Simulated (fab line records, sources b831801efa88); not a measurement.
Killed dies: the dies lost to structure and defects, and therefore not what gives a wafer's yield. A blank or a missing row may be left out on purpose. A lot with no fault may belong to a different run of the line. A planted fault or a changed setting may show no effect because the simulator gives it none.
Matching of chambers + flow sfq-line + SFQ_TRILAYER_I1_VIA_BARC_OPEN_VIA_ETCH_071 on rie-diel-04 has 4 sister chambers
The step etches BARC in O2, target depth 125 nm, time 41.7 s. 16 wafers are shown with their chamber, then 8 later ones without.

== WAFERS PAIRED WITH THEIR CHAMBERS ==
| wafer  | chamber | drypump-motor-current-A (A) | rf-fwd-power-W (W) | bias-w (W) |
|--------|---------|-----------------------------|--------------------|------------|
| L694.4 | 0       | 5.7                         | 496.3              | 80.02      |
| L694.5 | 3       | 6.1                         | 496.7              | 80.28      |
| L694.6 | 2       | 6.5                         | 493.8              | 79.74      |
| L697.2 | 1       | 4.7                         | 492.1              | 80.26      |
| L697.4 | 3       | 6.1                         | 498.4              | 79.61      |
| L697.6 | 1       | 4.7                         | 494.1              | 79.80      |
| L700.2 | 1       | 4.7                         | 495.8              | 79.86      |
| L700.3 | 0       | 5.7                         | 494.6              | 79.77      |
| L700.5 | 0       | 5.7                         | 494.0              | 80.01      |
| L702.2 | 1       | 4.7                         | 494.4              | 79.95      |
| L702.4 | 2       | 6.5                         | 498.3              | 79.80      |
| L702.6 | 2       | 6.5                         | 495.8              | 80.32      |
| L708.1 | 2       | 6.6                         | 492.9              | 80.05      |
| L708.4 | 3       | 6.1                         | 497.1              | 80.58      |
| L708.6 | 0       | 5.7                         | 495.4              | 79.77      |
| L711.2 | 2       | 6.5                         | 494.1              | 79.87      |

SIGNATURES (means of the wafers above)
| reading                 | chamber 0 | chamber 1 | chamber 2 | chamber 3 | scatter within a chamber |
|-------------------------|-----------|-----------|-----------|-----------|--------------------------|
| drypump-motor-current-A | 5.700     | 4.700     | 6.520     | 6.100     | 0.0258                   |
| rf-fwd-power-W          | 495.075   | 494.100   | 494.980   | 497.400   | 1.57                     |
| bias-w                  | 79.8925   | 79.9675   | 79.9560   | 80.1567   | 0.274                    |
Rule: for each reading, subtract the chamber's mean from the wafer's reading, divide by that reading's scatter and square the result; add these up over the readings and take the root, which gives the wafer's distance from the chamber. The wafer belongs to the nearest chamber; if the next one is less than 2 further off, it can't be placed. The scatter: the root of (the sum of the squares of (reading less its chamber's mean) over the shown wafers, divided by (wafers less chambers)).

== WAFERS WITH NO CHAMBER GIVEN ==
| wafer  | drypump-motor-current-A (A) | rf-fwd-power-W (W) | bias-w (W) |
|--------|-----------------------------|--------------------|------------|
| L711.4 | 5.7                         | 496.6              | 79.94      |
| L711.6 | 4.7                         | 494.2              | 79.93      |
| L713.1 | 6.1                         | 496.9              | 79.63      |
| L713.5 | 5.7                         | 494.1              | 79.63      |
| L713.6 | 6.6                         | 494.6              | 80.30      |
| L714.2 | 5.7                         | 496.1              | 80.07      |
| L714.3 | 4.7                         | 494.3              | 79.78      |
| L714.5 | 4.7                         | 493.1              | 79.93      |

== EACH ONE'S CHAMBER ==
| wafer  | from the rows above | in truth |
|--------|---------------------|----------|
| L711.4 | 0                   | 0        |
| L711.6 | 1                   | 1        |
| L713.1 | 3                   | 3        |
| L713.5 | 0                   | 0        |
| L713.6 | 2                   | 2        |
| L714.2 | 0                   | 0        |
| L714.3 | 1                   | 1        |
| L714.5 | 1                   | 1        |
Correctly placed: 8 of 8. Left unplaced by these rows: 0. Placed wrongly: 0.
